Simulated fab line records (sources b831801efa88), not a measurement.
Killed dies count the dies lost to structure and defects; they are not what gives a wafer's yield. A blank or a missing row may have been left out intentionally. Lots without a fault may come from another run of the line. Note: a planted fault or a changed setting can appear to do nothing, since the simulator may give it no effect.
Matching of chambers || flow sky130 || SKY_LI_CONTACT_CMP_24 on cmp-01 has 4 sister chambers
The step polishes, stops on PSG, t overpolish 20 s, target thk 0 nm. 4 wafers are shown with their chamber, then 7 later ones without.

== EACH WAFER AND ITS CHAMBER ==
{"wafer": "L412.1", "chamber": 1, "motor-current-A (A)": 13.4}
{"wafer": "L414.2", "chamber": 0, "motor-current-A (A)": 12.3}
{"wafer": "L415.2", "chamber": 2, "motor-current-A (A)": 11.0}
{"wafer": "L415.3", "chamber": 3, "motor-current-A (A)": 11.8}

== WAFERS MISSING THEIR CHAMBER ==
{"wafer": "L415.6", "motor-current-A (A)": 13.0}
{"wafer": "L423.1", "motor-current-A (A)": 11.2}
{"wafer": "L423.3", "motor-current-A (A)": 11.5}
{"wafer": "L423.6", "motor-current-A (A)": 11.5}
{"wafer": "L425.3", "motor-current-A (A)": 13.2}
{"wafer": "L425.4", "motor-current-A (A)": 11.8}
{"wafer": "L425.5", "motor-current-A (A)": 11.1}

== WHICH CHAMBER EACH ONE RAN IN ==
{"wafer": "L415.6", "from the rows above": "can't be placed: 1 or 0", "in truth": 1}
{"wafer": "L423.1", "from the rows above": "can't be placed: 2 or 3", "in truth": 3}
{"wafer": "L423.3", "from the rows above": "can't be placed: 3 or 2", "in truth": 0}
{"wafer": "L423.6", "from the rows above": "can't be placed: 3 or 2", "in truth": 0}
{"wafer": "L425.3", "from the rows above": 1, "in truth": 1}
{"wafer": "L425.4", "from the rows above": 3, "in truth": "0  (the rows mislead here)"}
{"wafer": "L425.5", "from the rows above": 2, "in truth": 2}
Correct placement for 2 of the 7. From these rows, 4 cannot be placed; in 2 the true chamber is one of the candidates. Placed wrongly: 1.
How it was worked out, from the rows above alone: a wafer's distance from a chamber is the root of the sum, over the readings, of the square of ((its reading less the chamber's mean) divided by the reading's scatter). If the next closest chamber is less than 2 further off than the closest, the wafer can't be placed; otherwise it belongs to the closest. For every chamber, the mean is computed from those of its wafers that are shown. The scatter (one wafer shown for each chamber): square how far every hidden wafer sits from the nearest shown wafer, average those squares and take the square root.
